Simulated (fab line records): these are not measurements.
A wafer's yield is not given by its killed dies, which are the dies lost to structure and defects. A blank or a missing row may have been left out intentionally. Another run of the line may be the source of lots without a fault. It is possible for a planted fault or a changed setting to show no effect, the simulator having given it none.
fab line records | flow gf180mcu
record lots=13 wafers=39 lastDay=34
route steps=602 shown DUAL_GATE@147 POLY_GATE@167 NSD@242 SAB@265
lots untouched by any fault: they come from a run of this same line in which no faults occurred
startH: start of the lot's first displayed wafer, in hours after the record's first day | waitH: time in hours since the lot's previous step | " repeats the value in the row above | L1.1+2: one row covering several wafers at once | - no value present, or no start provided | * or withheld: withheld | < > ~ a bound
route shown NAME@n: names a module that has steps shown in the file, with the first one's number in the route | usual: the fault-free wafers' mean and standard deviation | same: alike in all rows | chamber/n: place in a boat | sites: per-site readings | _std_site: the values' standard deviation | _edge_site: outer sites' mean less inner sites' | radiusMm: for every site, how far away it sits from the centre of the wafer | mask NAME#n: copy n | behind: the tool/chamber that last shaped the wafer | hold: why the lot went on hold/how many hours it stayed there/how the hold came to an end | device: whichever transistor did not switch (one of n, p or np) | end of line: tests of these same wafers at the route's end | a step without rows: its recipe alone | killed: the dies lost at the first sort to structure and to defects; this is not the yield of the wafer | map: dies across one wafer; x = killed, . = not, _ = none there
set.NAME: the setting as run; set.NAME@STEP: as run at that earlier step | model.NAME: the simulator's own value behind a step, which no gauge read
one table for each step of the route and one row for each wafer, over a sample of lots
services: when a tool's chamber went out of use (startH, in hours from the record's first day, below 0 if earlier), for how many hours, and the reason
## steps
# step GF_DUAL_GATE_COAT_06
# recipe resist=NOVOLAK spinRpm=3000 resistThkNm=1000
# usual spinSpeedRpm=3000.3/2.1
# columns lot.wafer tool chamber startH waitH spinSpeedRpm
L205.1 lithoTrack-04 0 178.07 0.1 2997.4
L205.2 " 0 " " 3001.4
L205.3 " 0 " " 3000.3
L206.1 lithoTrack-03 0 179.73 0.1 2999.2
L206.4 " 0 " " 2998.3
L206.6 " 0 " " 3001.6
L207.4 lithoTrack-03 0 185.21 0.1 2629.7
L207.5 " 0 " " 2629.9
L207.6 " 0 " " 2634.2
L208.3 lithoTrack-03 0 200.63 0.1 2629.4
L208.5 " 0 " " 2630.6
L208.6 " 0 " " 2629.2
L210.1 lithoTrack-04 0 215.57 0.1 2999.5
L210.5 " 0 " " 3001.7
L210.6 " 0 " " 2997.7
L217.2 lithoTrack-01 0 256.68 0.1 3000.6
L217.3 " 0 " " 2999.5
L217.4 " 0 " " 3001.1
L218.1 lithoTrack-01 0 269.00 0.1 2998.2
L218.2 " 0 " " 2998.3
L218.5 " 0 " " 3001.0
L219.1 lithoTrack-03 0 270.23 0.1 3000.2
L219.2 " 0 " " 3003.8
L219.5 " 0 " " 2999.9
L221.1 lithoTrack-04 0 287.52 0.1 3000.0
L221.3 " 0 " " 2997.6
L221.4 " 0 " " 2999.2
L223.2 lithoTrack-01 0 296.63 0.1 3000.4
L223.5 " 0 " " 3000.9
L223.6 " 0 " " 3002.7
L224.1 lithoTrack-01 0 314.05 0.1 2998.2
L224.4 " 0 " " 3001.4
L224.5 " 0 " " 3004.8
L225.1 lithoTrack-03 0 314.08 0.1 2998.2
L225.4 " 0 " " 2999.6
L225.6 " 0 " " 3001.2
L226.1 lithoTrack-03 0 322.98 0.1 3000.8
L226.3 " 0 " " 3004.1
L226.5 " 0 " " 2999.1
# step GF_DUAL_GATE_STRIP_13
# recipe chemistry=O2/N2 powerW=1400 pressureMtorr=1500 platenTempC=250 o2FlowSccm=3000 n2FlowSccm=300 overashFraction=0.5
# usual drypumpMotorCurrentA=6.0/0.41 heaterPowerW=326/31 n2FlowSccm=300.0/0.76 oesProductAu=0.716/0.0049 stripTimeToEndpointS=12.63/0.037
# columns lot.wafer tool chamber startH waitH drypumpMotorCurrentA heaterPowerW n2FlowSccm oesProductAu rfHoursCounterH stripTimeToEndpointS
L205.1 plasmaAsher-03 1 186.87 0.0 5.7 271 300.1 0.711 51 12.64
L205.2 " 0 " " 5.8 362 300.5 0.715 51 12.62
L205.3 " 0 " " 5.7 367 300.3 0.713 - 12.63
L206.1 plasmaAsher-02 1 188.38 0.0 6.5 353 299.8 0.723 52 12.67
L206.4 " 1 " " 6.5 356 299.4 0.717 - 12.66
L206.6 " 0 " " 6.8 348 299.8 0.725 - 12.63
L207.4 plasmaAsher-03 1 193.37 0.0 5.7 270 300.7 0.720 - 13.31
L207.5 " 0 " " 5.8 359 299.6 0.717 - 13.32
L207.6 " 1 " " 5.7 279 301.9 0.724 - 13.34
L208.3 plasmaAsher-02 1 208.85 0.0 6.5 363 299.3 0.717 - 13.30
L208.5 " 1 " " 6.5 355 298.8 0.714 - 13.30
L208.6 " 0 " " 6.8 355 300.5 0.717 - 13.26
L210.1 plasmaAsher-02 1 225.19 0.0 6.5 352 300.2 0.725 55 12.65
L210.5 " 0 " " 6.8 346 299.1 0.704 - 12.59
L210.6 " 1 " " 6.5 358 300.3 0.729 - 12.59
L217.2 plasmaAsher-01 1 266.71 0.0 5.9 313 299.2 0.715 49 12.62
L217.3 " 1 " " 5.9 318 299.1 0.716 - 12.63
L217.4 " 0 " " 5.8 297 299.5 0.718 - 12.67
L218.1 plasmaAsher-01 1 278.50 0.0 5.9 322 301.4 0.715 50 12.66
L218.2 " 0 " " 5.7 305 299.1 0.716 50 12.70
L218.5 " 1 " " 5.9 324 301.3 0.712 - 12.66
L219.1 plasmaAsher-02 1 279.63 0.0 6.5 364 300.5 0.718 61 12.61
L219.2 " 0 " " 6.8 361 298.7 0.716 61 12.67
L219.5 " 0 " " 6.8 354 300.1 0.714 - 12.63
L221.1 plasmaAsher-02 1 297.32 0.0 6.5 352 299.3 0.721 63 12.62
L221.3 " 1 " " 6.5 362 299.1 0.716 - 12.64
L221.4 " 0 " " 6.9 365 299.6 0.716 - 12.67
L223.2 plasmaAsher-01 0 307.67 0.0 5.8 304 300.6 0.710 53 12.68
L223.5 " 0 " " 5.7 309 300.4 0.721 - 12.68
L223.6 " 1 " " 5.9 324 300.7 0.710 - 12.68
L224.1 plasmaAsher-02 0 324.59 0.0 6.8 354 299.3 0.715 65 12.65
L224.4 " 0 " " 6.8 353 299.9 0.719 - 12.65
L224.5 " 0 " " 6.8 359 301.0 0.716 - 12.65
L225.1 plasmaAsher-03 1 324.90 0.0 5.7 270 300.3 0.720 65 12.56
L225.4 " 1 " " 5.7 275 299.4 0.702 - 12.55
L225.6 " 1 " " 5.7 272 300.7 0.713 - 12.60
L226.1 plasmaAsher-03 0 334.42 0.0 5.8 373 300.9 0.715 65 12.61
L226.3 " 0 " " 5.8 363 299.8 0.715 - 12.61
L226.5 " 0 " " 5.8 370 300.6 0.719 - 12.66
# step GF_POLY_GATE_CD_MEAS_10
# recipe targetCdNm=280
# usual cdNm=280.6/1.4
# columns lot.wafer tool chamber startH waitH cdNm
L205.1 cdSem-02 - 207.39 0.1 281.1
L205.2 " - " " 281.0
L205.3 " - " " 280.3
L206.1 cdSem-01 - 208.40 0.1 281.9
L206.4 " - " " 281.6
L206.6 " - " " 281.4
L207.4 cdSem-02 - 213.91 0.1 283.2
L207.5 " - " " 282.2
L207.6 " - " " 281.9
L208.3 cdSem-02 - 232.45 0.1 280.4
L208.5 " - " " 280.0
L208.6 " - " " 280.5
L210.1 cdSem-01 - 247.58 0.1 279.3
L210.5 " - " " 279.0
L210.6 " - " " 279.6
L217.2 cdSem-02 - 291.70 0.1 281.0
L217.3 " - " " 280.2
L217.4 " - " " 280.6
L218.1 cdSem-02 - 300.90 0.1 281.3
L218.2 " - " " 280.7
L218.5 " - " " 282.1
L219.1 cdSem-02 - 303.10 0.1 280.2
L219.2 " - " " 280.2
L219.5 " - " " 282.0
L221.1 cdSem-02 - 320.15 0.1 278.8
L221.3 " - " " 279.3
L221.4 " - " " 278.5
L223.2 cdSem-02 - 331.75 0.1 281.7
L223.5 " - " " 282.0
L223.6 " - " " 283.4
L224.1 cdSem-02 - 348.81 0.1 279.5
L224.4 " - " " 278.9
L224.5 " - " " 279.0
L225.1 cdSem-02 - 349.63 0.1 281.9
L225.4 " - " " 281.7
L225.6 " - " " 281.5
L226.1 cdSem-01 - 359.03 0.1 279.6
L226.3 " - " " 279.7
L226.5 " - " " 281.0
# step GF_NSD_CD_MEAS_07
# recipe targetCdNm=400
# usual cdNm=399.7/2.6
# columns lot.wafer tool chamber startH waitH cdNm
L205.1 cdSem-02 - 312.46 0.1 402.7
L205.2 " - " " 403.2
L205.3 " - " " 403.6
L206.1 cdSem-01 - 313.06 0.1 397.0
L206.4 " - " " 397.0
L206.6 " - " " 399.2
L207.4 cdSem-01 - 316.52 0.1 398.8
L207.5 " - " " 395.1
L207.6 " - " " 398.2
L208.3 cdSem-02 - 338.21 0.1 398.0
L208.5 " - " " 399.4
L208.6 " - " " 399.6
L210.1 cdSem-02 - 352.76 0.1 401.5
L210.5 " - " " 401.6
L210.6 " - " " 402.0
L217.2 cdSem-02 - 405.39 0.1 397.2
L217.3 " - " " 395.3
L217.4 " - " " 398.7
L218.1 cdSem-02 - 418.75 0.1 395.3
L218.2 " - " " 397.8
L218.5 " - " " 397.4
L219.1 cdSem-01 - 419.71 0.1 397.5
L219.2 " - " " 401.1
L219.5 " - " " 399.5
L221.1 cdSem-01 - 437.66 0.1 399.8
L221.3 " - " " 401.8
L221.4 " - " " 402.1
L223.2 cdSem-02 - 453.23 0.1 393.0
L223.5 " - " " 398.7
L223.6 " - " " 394.9
L224.1 cdSem-02 - 470.65 0.1 400.5
L224.4 " - " " 400.5
L224.5 " - " " 399.7
L225.1 cdSem-02 - 471.60 0.1 400.9
L225.4 " - " " 402.8
L225.6 " - " " 403.6
L226.1 cdSem-01 - 482.46 0.1 403.4
L226.3 " - " " 404.1
L226.5 " - " " 404.6
# step GF_SAB_THK_MEAS_01
# recipe reads=SiO2_of_SAB_CVD_00
# usual SAB_CVD_00_THK=49.9/0.68
# columns lot.wafer tool chamber startH waitH SAB_CVD_00_THK[nm]
L205.1 filmMetro-03 - 334.78 0.2 49.1
L205.2 " - " " 49.2
L205.3 " - " " 49.5
L206.1 filmMetro-03 - 335.67 0.1 48.7
L206.4 " - " " 49.7
L206.6 " - " " 50.4
L207.4 filmMetro-03 - 338.07 0.0 50.1
L207.5 " - " " 49.6
L207.6 " - " " 49.8
L208.3 filmMetro-03 - 361.55 0.1 49.9
L208.5 " - " " 50.4
L208.6 " - " " 50.4
L210.1 filmMetro-03 - 375.46 0.0 49.5
L210.5 " - " " 50.5
L210.6 " - " " 50.4
L217.2 filmMetro-03 - 430.90 0.0 49.5
L217.3 " - " " 48.6
L217.4 " - " " 49.3
L218.1 filmMetro-02 - 443.72 0.0 49.8
L218.2 " - " " 49.4
L218.5 " - " " 50.5
L219.1 filmMetro-03 - 444.82 0.0 49.3
L219.2 " - " " 50.1
L219.5 " - " " 50.8
L221.1 filmMetro-02 - 463.24 0.0 49.5
L221.3 " - " " 49.3
L221.4 " - " " 49.8
L223.2 filmMetro-02 - 478.57 0.0 49.8
L223.5 " - " " 50.0
L223.6 " - " " 51.0
L224.1 filmMetro-02 - 496.16 0.0 50.1
L224.4 " - " " 50.1
L224.5 " - " " 50.2
L225.1 filmMetro-03 - 497.06 0.0 49.0
L225.4 " - " " 49.5
L225.6 " - " " 50.9
L226.1 filmMetro-03 - 507.33 0.0 49.0
L226.3 " - " " 49.4
L226.5 " - " " 49.9
## services
# columns tool chamber startH hours kind
plasmaAsher-03 - 179.15 2.8 pm
plasmaAsher-02 - 183.82 3.4 repair
plasmaAsher-01 - 196.33 3.0 repair
lithoTrack-04 - 243.56 - consumableReplace:filter
plasmaAsher-01 - 300.29 1.3 repair
plasmaAsher-02 - 316.59 0.4 repair
plasmaAsher-03 - 327.51 4.9 repair
## key
firstSign step=GF_DUAL_GATE_COAT_06 reading=spinSpeedRpm direction=down sigmas=99+ usual=* struck=*
effect step=GF_DUAL_GATE_STRIP_13 reading=stripTimeToEndpointS direction=up sigmas=18 usual=* struck=*
metAt GF_DUAL_GATE_COAT_06
struckLots L207,L208
testerLeftOut L207,L208
notActingAt GF_POLY_GATE_CD_MEAS_10,GF_NSD_CD_MEAS_07,GF_SAB_THK_MEAS_01
onsetBetween 179.73 185.21
fault kind=processParameterDrift tool=lithoTrack-03 chamber=- onsetH=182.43 steps=GF_DUAL_GATE_COAT_06 channel=spinRpm offset=* shape=step endH=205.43 actsIn=* stated=*
# testerLeftOut: of these lots the tester's yield and bins aren't shown, on N5 and GAA mostly nor the transistor test; their killed dies are dies lost to structure and defects alone, not to doping, threshold or leakage, so they don't give the yield
